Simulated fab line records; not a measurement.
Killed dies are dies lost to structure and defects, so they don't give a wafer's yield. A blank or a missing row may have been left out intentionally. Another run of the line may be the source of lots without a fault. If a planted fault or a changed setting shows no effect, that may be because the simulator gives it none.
Which of the tools did it? ; flow sky130 ; 42 wafers from 14 lots sampled at 3 of the route's 708 steps

## WHAT THE GAUGES SHOWED, per wafer
SKY_VIA3_THK_MEAS_01.
lot;measured;on;VIA3_HDPCVD_THK (nm)
L395;day 38 13:08;filmMetro-01;1632 1663 1672
L396;day 39 00:59;filmMetro-01;1662 1646 1647
L398;day 40 01:19;filmMetro-03;1670 1637 1667
L400;day 40 16:26;filmMetro-03;1638 1641 1594
L402;day 41 01:31;filmMetro-03;1628 1621 1641
L404;day 41 10:47;filmMetro-03;1650 1613 1643
L403;day 41 11:43;filmMetro-03;1622 1648 1671
L405;day 41 18:20;filmMetro-02;1682 1661 1637
L406;day 42 02:50;filmMetro-02;1669 1629 1670
L407;day 43 02:09;filmMetro-02;1643 1629 1625
L411;day 43 14:56;filmMetro-01;1673 1658 1653
L412;day 43 22:39;filmMetro-01;1623 1629 1623
L415;day 44 11:16;filmMetro-03;1665 1668 1672
L417;day 45 08:06;filmMetro-02;1643 1627 1645

SKY_METAL5_THK_MEAS_06: measures by xrf.
lot;measured;on;METAL5_ALCU_THK (nm)
L395;day 42 20:27;filmMetro-04;1174 1151 1170
L396;day 43 08:16;filmMetro-04;1157 1165 1152
L398;day 44 05:55;filmMetro-04;1142 1139 1132
L400;day 44 20:02;filmMetro-02;1170 1186 1177
L402;day 45 03:27;filmMetro-01;1153 1159 1132
L404;day 45 10:29;filmMetro-01;1157 1155 1154
L403;day 45 11:06;filmMetro-02;1166 1159 1157
L405;day 45 17:44;filmMetro-01;1159 1162 1181
L406;day 46 01:45;filmMetro-01;1164 1156 1151
L407;day 46 21:24;filmMetro-02;1168 1170 1168
L411;day 47 09:23;filmMetro-02;1168 1156 1152
L412;day 47 15:49;filmMetro-01;1183 1165 1183
L415;day 48 04:14;filmMetro-01;1149 1166 1167
L417;day 48 21:02;filmMetro-04;1176 1169 1158

## TOOL THAT RAN EACH LOT (tool first, then ch and the chambers of the sampled wafers, then the start)
lot;SKY_VIA3_ETCH_15
L395;rieDiel-02 ch 0,2, day 39 14:46
L396;rieDiel-03 ch 0,1,3, day 40 02:34
L398;rieDiel-02 ch 0,1,2, day 41 02:40
L400;rieDiel-02 ch 0,2,3, day 41 17:49
L402;rieDiel-02 ch 1,3, day 42 02:13
L404;rieDiel-03 ch 2,3, day 42 09:55
L403;rieDiel-04 ch 0,1, day 42 11:10
L405;rieDiel-02 ch 0,2, day 42 18:13
L406;rieDiel-04 ch 0,3, day 43 02:37
L407;rieDiel-04 ch 2,3, day 44 00:40
L411;rieDiel-03 ch 0,1, day 44 13:25
L412;rieDiel-02 ch 0,1,2, day 44 21:10
L415;rieDiel-03 ch 0,3, day 45 08:58
L417;rieDiel-03 ch 0,1,3, day 46 05:52
- SKY_VIA3_ETCH_15: etches SiO2 in C4F8/O2/Ar, stops on TiN, target depth 507 nm, time 78 s.

## AS READ BY THE TOOLS THEMSELVES (means over the sampled wafers that have a number; for cases with no such wafer, the mark the record gives instead)
SKY_VIA3_ETCH_15.
lot;tool;oesProductAu (a.u.)
L395;rieDiel-02;0.948
L396;rieDiel-03;0.947
L398;rieDiel-02;0.945
L400;rieDiel-02;0.946
L402;rieDiel-02;0.952
L404;rieDiel-03;0.946
L403;rieDiel-04;0.947
L405;rieDiel-02;0.949
L406;rieDiel-04;0.940
L407;rieDiel-04;0.945
L411;rieDiel-03;0.949
L412;rieDiel-02;0.943
L415;rieDiel-03;0.947
L417;rieDiel-03;0.947

## THE ANSWER, worked out from the rows above alone
Rule: the lots themselves supply what counts as usual. Put in order of their means at a reading, lots are off if they are a third of the lots or fewer, leave a main group of 4 or more, and stand apart from it by a gap of 3 or more times the standard deviation of the main group's means; of several such gaps the widest counts. If all means in a main group match to the digits the tables above print for the reading, that group is not used. A lot without any number at a reading at which 4 lots or more have one is off too. All remaining lots with rows at the step are treated as sound. The gauges are gone through in route order, then the tools' own readings, and for those a lot's mean is taken as printed above. The first step at which some lot is off is used, and at that step the reading that is off furthest; a lot without a number counts as furthest.
No lot is off at any reading shown: from this, nothing can be told.

## WHAT THE SIMULATOR HAD INSERTED
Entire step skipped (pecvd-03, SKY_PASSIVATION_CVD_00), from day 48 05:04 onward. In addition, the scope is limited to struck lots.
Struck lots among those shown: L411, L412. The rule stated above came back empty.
